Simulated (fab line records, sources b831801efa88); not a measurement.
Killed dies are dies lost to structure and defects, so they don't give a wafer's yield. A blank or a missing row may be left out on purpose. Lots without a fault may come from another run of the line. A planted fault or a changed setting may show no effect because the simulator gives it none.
Which tool did it? | flow sky130 | 11 lots, 33 wafers sampled, at 4 steps of a route of 708

WHAT THE GAUGES READ, wafer by wafer
SKY_VIA3_RS_MEAS_22: measures by four-point-probe. Usual: VIA3_W_RS 0.291 ohm/sq, standard deviation 0.0053.
lot  | measured     | on            | VIA3_W_RS (ohm/sq) | flag
L419 | day 39 13:37 | film_metro-04 | 0.296 0.286 0.299  |
L420 | day 39 19:26 | film_metro-01 | 0.296 0.298 0.293  |
L421 | day 40 05:46 | film_metro-01 | 0.286 0.292 0.292  |
L427 | day 42 02:35 | film_metro-04 | 0.294 0.293 0.296  |
L428 | day 42 02:40 | film_metro-01 | 0.284 0.294 0.281  |
L433 | day 43 10:15 | film_metro-01 | 0.294 0.295 0.292  |
L435 | day 45 01:56 | film_metro-02 | 0.282 0.292 0.292  |
L437 | day 45 03:25 | film_metro-01 | 0.288 0.277 0.285  |
L439 | day 45 06:37 | film_metro-02 | 0.292 0.291 0.283  |
L441 | day 45 15:10 | film_metro-04 | 0.291 0.290 0.282  |
L442 | day 45 21:08 | film_metro-02 | 0.296 0.296 0.297  |

WHICH TOOL RAN EACH LOT (tool, then ch and the chambers of the sampled wafers, then the start)
lot  | SKY_METAL3_METAL_ETCH_18          | SKY_VIA3_CMP_02               | SKY_VIA3_ETCH_14
L419 | rie_metal-04 ch 0, day 38 10:13   | cmp-01 ch 0,1,3, day 38 11:31 | rie_diel-04 ch 1,2, day 39 12:43
L420 | rie_metal-02 ch 0,1, day 38 16:46 | cmp-02 ch 0,2,3, day 38 18:09 | rie_diel-04 ch 1,3, day 39 18:32
L421 | rie_metal-02 ch 0,1, day 39 02:19 | cmp-01 ch 0,1, day 39 03:43   | rie_diel-04 ch 0,2,3, day 40 04:49
L427 | rie_metal-02 ch 1, day 40 23:31   | cmp-02 ch 0,1,2, day 41 00:35 | rie_diel-02 ch 0,1, day 42 01:43
L428 | rie_metal-04 ch 0,1, day 40 23:52 | cmp-01 ch 1,2,3, day 41 00:51 | rie_diel-04 ch 0,2,3, day 42 01:46
L433 | rie_metal-01 ch 0,1, day 42 09:31 | cmp-01 ch 0,1,2, day 42 10:31 | rie_diel-03 ch 0,1,2, day 43 09:22
L435 | rie_metal-02 ch 0,1, day 44 00:55 | cmp-01 ch 1,2,3, day 44 01:54 | rie_diel-04 ch 0,1,2, day 45 00:58
L437 | rie_metal-02 ch 0,1, day 44 02:23 | cmp-01 ch 0,2,3, day 44 03:26 | rie_diel-04 ch 0,3, day 45 01:59
L439 | rie_metal-02 ch 0, day 44 07:01   | cmp-01 ch 1,2,3, day 44 08:04 | rie_diel-03 ch 0,1, day 45 05:43
L441 | rie_metal-01 ch 0,1, day 44 15:08 | cmp-01 ch 0,2,3, day 44 16:13 | rie_diel-02 ch 0,1, day 45 14:13
L442 | rie_metal-01 ch 0,1, day 44 21:34 | cmp-01 ch 0,2,3, day 44 22:39 | rie_diel-02 ch 0,1,3, day 45 20:13
- SKY_METAL3_METAL_ETCH_18: etches the open film in Cl2/BCl3, stops on SiO2, target depth 845 nm, time 183.1 s.
- SKY_VIA3_CMP_02: polishes SiO2.
- SKY_VIA3_ETCH_14: etches BARC in N2/H2, stops on SiO2, time 45.9 s, target depth 60 nm.

WHAT THE TOOLS THEMSELVES READ (means of the sampled wafers that have a number; where no wafer has one, the mark that the record gives instead)
SKY_METAL3_METAL_ETCH_18. Usual: bcl3_flow_sccm 30.01 sccm, standard deviation 0.087; bias_w 48.48 W, standard deviation 0.14; drypump_motor_current_A 5.9 A, standard deviation 0.33; mfc_cl2_sccm 60.01 sccm, standard deviation 0.2; oes_product_au 0.867 a.u., standard deviation 0.0058; rf_fwd_power_W 897.0 W, standard deviation 2.4; throttle_valve_pct 22.264 %, standard deviation 0.0092.
lot  | tool         | bcl3_flow_sccm (sccm) | bias_w (W) | drypump_motor_current_A (A) | mfc_cl2_sccm (sccm) | oes_product_au (a.u.) | rf_fwd_power_W (W) | throttle_valve_pct (%) | flag
L419 | rie_metal-04 | 30.02                 | 48.35      | 6.0                         | 59.86               | 0.875                 | 895.1              | 22.268                 |
L420 | rie_metal-02 | 29.95                 | 48.34      | 6.2                         | 60.19               | 0.873                 | 899.0              | 22.271                 |
L421 | rie_metal-02 | 29.92                 | 48.37      | 6.2                         | 60.25               | 0.876                 | 896.8              | 22.273                 |
L427 | rie_metal-02 | 29.92                 | 48.32      | 6.0                         | 60.02               | 0.868                 | 897.5              | 22.264                 |
L428 | rie_metal-04 | 29.99                 | 48.39      | 5.9                         | 59.98               | 0.867                 | 894.9              | 22.265                 |
L433 | rie_metal-01 | 30.02                 | 48.47      | 5.4                         | 60.00               | 0.868                 | 896.8              | 22.258                 |
L435 | rie_metal-02 | 30.05                 | 48.48      | 6.2                         | 60.02               | 0.862                 | 894.1              | 22.262                 |
L437 | rie_metal-02 | 29.95                 | 48.50      | 6.1                         | 60.13               | 0.865                 | 896.8              | 22.266                 |
L439 | rie_metal-02 | 29.88                 | 48.53      | 6.3                         | 59.97               | 0.864                 | 894.8              | 22.263                 |
L441 | rie_metal-01 | 29.98                 | 48.49      | 5.4                         | 59.93               | 0.870                 | 898.5              | 22.265                 |
L442 | rie_metal-01 | 29.97                 | 48.66      | 5.4                         | 59.99               | 0.870                 | 896.3              | 22.259                 |

SKY_VIA3_CMP_02. Usual: motor_current_A 11.7 A, standard deviation 1.3; slurry_flow_ml_min 150.0, standard deviation 0.42.
lot  | tool   | motor_current_A (A) | slurry_flow_ml_min | flag
L419 | cmp-01 | 11.7                | 149.7              |
L420 | cmp-02 | 12.3                | 150.0              |
L421 | cmp-01 | 12.1                | 149.9              |
L427 | cmp-02 | 11.7                | 150.1              |
L428 | cmp-01 | 11.8                | 150.0              |
L433 | cmp-01 | 11.8                | 150.3              |
L435 | cmp-01 | 11.7                | 150.4              |
L437 | cmp-01 | 11.1                | 150.3              |
L439 | cmp-01 | 11.8                | 149.7              |
L441 | cmp-01 | 11.0                | 150.1              |
L442 | cmp-01 | 11.0                | 150.3              |

SKY_VIA3_ETCH_14. Usual: bias_w 99.96 W, standard deviation 0.29; drypump_motor_current_A 5.4 A, standard deviation 0.39; oes_product_au 0.855 a.u., standard deviation 0.0049; rf_fwd_power_W 494.4 W, standard deviation 2; throttle_valve_pct 13.225 %, standard deviation 0.0078.
lot  | tool        | bias_w (W) | drypump_motor_current_A (A) | oes_product_au (a.u.) | rf_fwd_power_W (W) | throttle_valve_pct (%) | flag
L419 | rie_diel-04 | 99.88      | 5.7                         | 0.859                 | 496.1              | 13.221                 |
L420 | rie_diel-04 | 100.25     | 6.1                         | 0.853                 | 495.0              | 13.228                 |
L421 | rie_diel-04 | 99.76      | 5.4                         | 0.856                 | 494.0              | 13.223                 |
L427 | rie_diel-02 | 99.48      | 5.3                         | 0.859                 | 492.5              | 13.229                 |
L428 | rie_diel-04 | 99.70      | 5.4                         | 0.852                 | 492.9              | 13.223                 |
L433 | rie_diel-03 | 100.16     | 5.4                         | 0.856                 | 496.3              | 13.234                 |
L435 | rie_diel-04 | 113.50     | 5.3                         | 0.855                 | 493.5              | 13.226                 | OFF
L437 | rie_diel-04 | 113.45     | 5.4                         | 0.852                 | 494.6              | 13.229                 | OFF
L439 | rie_diel-03 | 99.96      | 5.4                         | 0.858                 | 495.3              | 13.230                 |
L441 | rie_diel-02 | 100.02     | 5.6                         | 0.856                 | 495.7              | 13.228                 |
L442 | rie_diel-02 | 99.88      | 5.6                         | 0.854                 | 492.7              | 13.234                 |

THE ANSWER, worked out from the rows above alone
Rule: a lot is off if the mean of its wafers that have a number lies more than 3 standard deviations from the usual mean. A lot without any number at a reading at which 4 lots or more have one is off too. The other lots that the step has rows for count as sound. The gauges are gone through in route order, then the tools' own readings, and for those a lot's mean is taken as printed above. The first step at which some lot is off is used, and at that step the reading that is off furthest; a lot without a number counts as furthest.
Off: L435, L437, at SKY_VIA3_ETCH_14 (bias_w).
A tool fits if, at that step or a process step before it, it ran every lot that is off, and no sound lot after the first of them. One fits: rie_diel-04 at SKY_VIA3_ETCH_14. Its last sound lot is L428 (day 42 01:46), its first lot that is off L435 (day 45 00:58): a fault that began between those two fits.
The tool's own readings at SKY_VIA3_ETCH_14 bear it out: on the lots that are off they differ by more than 5 times the standard deviation of the sound lots' means. bias_w reads 113.47 W there against 99.90 W on the sound lots.

WHAT THE SIMULATOR HAD PUT IN
Process parameter drift: rie_diel-04, from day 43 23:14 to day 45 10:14, at SKY_VIA3_ETCH_14. Setting bias_w, moved by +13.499, from 100. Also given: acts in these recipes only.
Lots struck among those shown: L435, L437. The rule above found the same.
